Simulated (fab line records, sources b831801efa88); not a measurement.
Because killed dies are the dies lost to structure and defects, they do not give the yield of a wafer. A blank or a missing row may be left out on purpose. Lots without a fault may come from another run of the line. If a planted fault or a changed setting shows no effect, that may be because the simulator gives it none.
A struck lot beside a sound one ; flow sky130 ; 16 out of 708 route steps
Sound: the wafers L422.1, L422.2, L422.6. Struck: wafer L433.5 (L433.1, L433.4, from the same lot, were not struck and are left out); the cause is given at the end.
Per side, at each step with rows, come the tool, then ch with its chambers, and then its first start. Under that, the readings that differ: sound wafers ; struck wafers ; difference of the means ; sigmas: that difference in standard deviations of wafers without a fault.
alike: readings whose means differ by less than 2 such deviations, and words and numbers that are the same on both sides. not compared: withheld readings, readings that some wafer has no value for, bounds like >300 that may hide the same value, and numbers for which the record gives no deviation and whose values overlap.
Wherever a step has rows on one side only, a row that says differs or no value, or a row with sigmas, the two part there. Non-overlapping numbers with no deviation appear without sigmas and do not part them. Lack of a reading on every wafer of one side parts them only where that side has two or more wafers.

SKY_VIA2_BOW_MEAS_03:
  sound: film metro-01 at day 35 07:43; struck: film metro-01 at day 39 03:46
  alike: VIA2_BOW
then, 8 steps without rows for these wafers: SKY_VIA2_DEHYDRATE_04 (time 60 s); SKY_VIA2_HMDS_05 (prime time 60 s); SKY_VIA2_COAT_06 (resist thk 60 nm); SKY_VIA2_COAT_07 (resist thk 450 nm); SKY_VIA2_SOFTBAKE_08 (time 90 s); SKY_VIA2_EXPOSE_09 (exposes mask VIM2, target cd 200 nm); SKY_VIA2_PEB_10; SKY_VIA2_DEVELOP_11 (develop time 60 s).
SKY_VIA2_CD_MEAS_12: target cd 200 nm.
  sound: cd sem-01 at day 36 10:20; struck: cd sem-01 at day 40 04:44
  alike: cd nm
SKY_VIA2_OVL_MEAS_13:
  sound: overlay-02 at day 36 10:27; struck: overlay-01 at day 40 04:52
  alike: VIA2_OVL
SKY_VIA2_ETCH_14: etches BARC in N2/H2, stops on SiO2, time 45.9 s, target depth 60 nm.
  sound on rie diel-01 ch 0,3, day 36 10:29; struck on rie diel-01 ch 0, day 40 04:54
reading;sound;struck;difference;sigmas
oes product au (a.u.);0.848 0.856 0.856;0.863;+0.010;+2
  alike: drypump motor current A, throttle valve pct
  not compared: rf hours counter h
SKY_VIA2_ETCH_15: etches SiO2 in C4F8/O2/Ar, stops on TiN, target depth 546 nm, time 84 s.
  sound on rie diel-01 ch 0,3, day 36 10:32; struck on rie diel-01 ch 0, day 40 04:56
reading;sound;struck;difference;sigmas
model.KrF-thick_of_VIA2_COAT_07.thk nm (nm);282.9 280.5 285.4;235.8;-47.1;
model.TiN_of_METAL2_SPUTTER_04.thk nm (nm);69.39 68.63 68.95;60.96;-8.03;
model.VIA2.feature depth nm (nm);496.5 495.9 496.7;504;+8;
  alike: oes product au
SKY_VIA2_STRIP_16: strips in O2/N2.
  sound on plasma asher-04 ch 0,1, day 36 10:36; struck on plasma asher-03 ch 1, day 40 05:00
reading;sound;struck;difference;sigmas
oes product au (a.u.);0.399 0.404 0.396;0.379;-0.021;-5
strip time to endpoint s (s);4.028 4.032 4.078;3.565;-0.481;-22
  alike: drypump motor current A, o2 flow sccm
  not compared: rf hours counter h
then, 1 step without rows for these wafers: SKY_VIA2_STRIP_17 (strips in post etch residue remover, time 1200 s).
SKY_PAD_OPEN_PROBE_99:
  the record has rows for the sound wafers here (prober-02, day 45 21:55) and none for the struck ones

== WHERE THEY PART ==
At SKY_VIA2_ETCH_14 first; at SKY_PAD_OPEN_PROBE_99 last (within this record only).

WHY: the cause the simulator had injected
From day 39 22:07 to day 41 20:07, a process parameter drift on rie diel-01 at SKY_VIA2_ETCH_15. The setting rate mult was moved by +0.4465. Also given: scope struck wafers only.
